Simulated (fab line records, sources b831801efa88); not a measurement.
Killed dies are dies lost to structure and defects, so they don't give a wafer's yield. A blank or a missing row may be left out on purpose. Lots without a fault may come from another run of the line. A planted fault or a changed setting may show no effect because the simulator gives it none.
Which tool did it? | flow gf180mcu | 11 lots, 33 wafers sampled, at 5 steps of a route of 602

WHAT THE GAUGES READ, wafer by wafer
GF_V3_OVL_MEAS_15.
lot  | measured     | on         | V3_OVL (nm)
L106 | day 23 05:13 | overlay-01 | -13 -19 -13
L107 | day 23 11:56 | overlay-01 | -10 -2 -9
L108 | day 24 03:27 | overlay-02 | 4 -7 2
L109 | day 24 09:01 | overlay-02 | 1 5 3
L110 | day 24 23:29 | overlay-01 | -5 -8 -7
L111 | day 25 08:26 | overlay-02 | -18 -8 -7
L112 | day 26 01:17 | overlay-02 | -5 -3 -8
L120 | day 28 01:41 | overlay-01 | 4 -1 1
L125 | day 29 03:53 | overlay-02 | -4 -4 3
L127 | day 29 21:18 | overlay-02 | 0 1 0
L128 | day 30 03:29 | overlay-01 | 4 7 -3

GF_V4_BOW_MEAS_05.
lot  | measured     | on            | V4_BOW (um)
L106 | day 24 07:08 | film_metro-02 | 147 148 148
L107 | day 24 13:44 | film_metro-02 | 122 131 138
L108 | day 25 04:37 | film_metro-02 | 144 142 143
L109 | day 25 11:02 | film_metro-01 | 134 133 135
L110 | day 25 23:50 | film_metro-01 | 123 128 137
L111 | day 26 08:03 | film_metro-03 | 134 128 138
L112 | day 27 01:23 | film_metro-03 | 128 140 127
L120 | day 29 00:48 | film_metro-03 | 146 144 144
L125 | day 30 02:17 | film_metro-03 | 118 130 127
L127 | day 30 19:26 | film_metro-01 | 120 110 120
L128 | day 31 01:28 | film_metro-01 | 142 137 145

GF_MIM_THK_MEAS_11: measures by xrf.
lot  | measured     | on            | MIM_ALCU_THK (nm)
L106 | day 25 07:32 | film_metro-01 | 194.1 194.0 195.3
L107 | day 25 13:37 | film_metro-03 | 196.8 198.5 197.0
L108 | day 26 04:11 | film_metro-04 | 196.0 195.4 196.5
L109 | day 26 10:31 | film_metro-04 | 198.2 201.1 202.9
L110 | day 26 23:10 | film_metro-04 | 192.8 192.3 192.8
L111 | day 27 06:47 | film_metro-04 | 196.3 197.7 199.5
L112 | day 28 00:31 | film_metro-04 | 198.9 197.3 195.8
L120 | day 29 23:04 | film_metro-03 | 188.5 194.7 187.2
L125 | day 30 23:09 | film_metro-04 | 194.5 197.7 193.2
L127 | day 31 15:25 | film_metro-01 | 199.0 196.1 196.7
L128 | day 31 21:26 | film_metro-03 | 196.6 195.5 196.4

WHICH TOOL RAN EACH LOT (tool, then ch and the chambers of the sampled wafers, then the start)
lot  | GF_MIM_SPUTTER_00            | GF_MIM_SPUTTER_09
L106 | pvd_sputter-04, day 25 06:59 | pvd_sputter-01, day 25 07:22
L107 | pvd_sputter-02, day 25 13:05 | pvd_sputter-01, day 25 13:28
L108 | pvd_sputter-02, day 26 03:38 | pvd_sputter-01, day 26 04:01
L109 | pvd_sputter-02, day 26 09:59 | pvd_sputter-04, day 26 10:22
L110 | pvd_sputter-04, day 26 22:38 | pvd_sputter-01, day 26 23:01
L111 | pvd_sputter-01, day 27 06:15 | pvd_sputter-02, day 27 06:38
L112 | pvd_sputter-02, day 27 23:58 | pvd_sputter-01, day 28 00:21
L120 | pvd_sputter-04, day 29 22:31 | pvd_sputter-02, day 29 22:54
L125 | pvd_sputter-01, day 30 22:37 | pvd_sputter-04, day 30 23:00
L127 | pvd_sputter-02, day 31 14:53 | pvd_sputter-04, day 31 15:16
L128 | pvd_sputter-02, day 31 20:53 | pvd_sputter-01, day 31 21:16
- GF_MIM_SPUTTER_00: material Ti, target thk 37.5 nm, time 150 s.
- GF_MIM_SPUTTER_09: material TiN, target thk 35 nm, time 29.2 s.

WHAT THE TOOLS THEMSELVES READ (means of the sampled wafers that have a number; where no wafer has one, the mark that the record gives instead)
GF_MIM_SPUTTER_00.
lot  | tool           | throttle_valve_pct (%)
L106 | pvd_sputter-04 | 29.3
L107 | pvd_sputter-02 | 29.3
L108 | pvd_sputter-02 | 30.0
L109 | pvd_sputter-02 | 30.3
L110 | pvd_sputter-04 | 31.2
L111 | pvd_sputter-01 | 29.8
L112 | pvd_sputter-02 | 29.4
L120 | pvd_sputter-04 | 29.2
L125 | pvd_sputter-01 | 29.5
L127 | pvd_sputter-02 | 29.2
L128 | pvd_sputter-02 | 28.7

GF_MIM_SPUTTER_09.
lot  | tool           | throttle_valve_pct (%)
L106 | pvd_sputter-01 | 30.3
L107 | pvd_sputter-01 | 29.7
L108 | pvd_sputter-01 | 30.2
L109 | pvd_sputter-04 | 28.7
L110 | pvd_sputter-01 | 30.3
L111 | pvd_sputter-02 | 29.4
L112 | pvd_sputter-01 | 30.8
L120 | pvd_sputter-02 | 29.3
L125 | pvd_sputter-04 | 29.1
L127 | pvd_sputter-04 | 30.3
L128 | pvd_sputter-01 | 30.2

THE ANSWER, worked out from the rows above alone
Rule: what is usual is taken from the lots themselves. Put in order of their means at a reading, lots are off if they are a third of the lots or fewer, leave a main group of 4 or more, and stand apart from it by a gap of 3 or more times the standard deviation of the main group's means; of several such gaps the widest counts. A main group whose means are all the same, to the digits that the tables above print for the reading, isn't used. A lot without any number at a reading at which 4 lots or more have one is off too. The other lots that the step has rows for count as sound. The gauges are gone through in route order, then the tools' own readings, and for those a lot's mean is taken as printed above. The first step at which some lot is off is used, and at that step the reading that is off furthest; a lot without a number counts as furthest.
No lot is off at any reading shown: from this, nothing can be told.

WHAT THE SIMULATOR HAD PUT IN
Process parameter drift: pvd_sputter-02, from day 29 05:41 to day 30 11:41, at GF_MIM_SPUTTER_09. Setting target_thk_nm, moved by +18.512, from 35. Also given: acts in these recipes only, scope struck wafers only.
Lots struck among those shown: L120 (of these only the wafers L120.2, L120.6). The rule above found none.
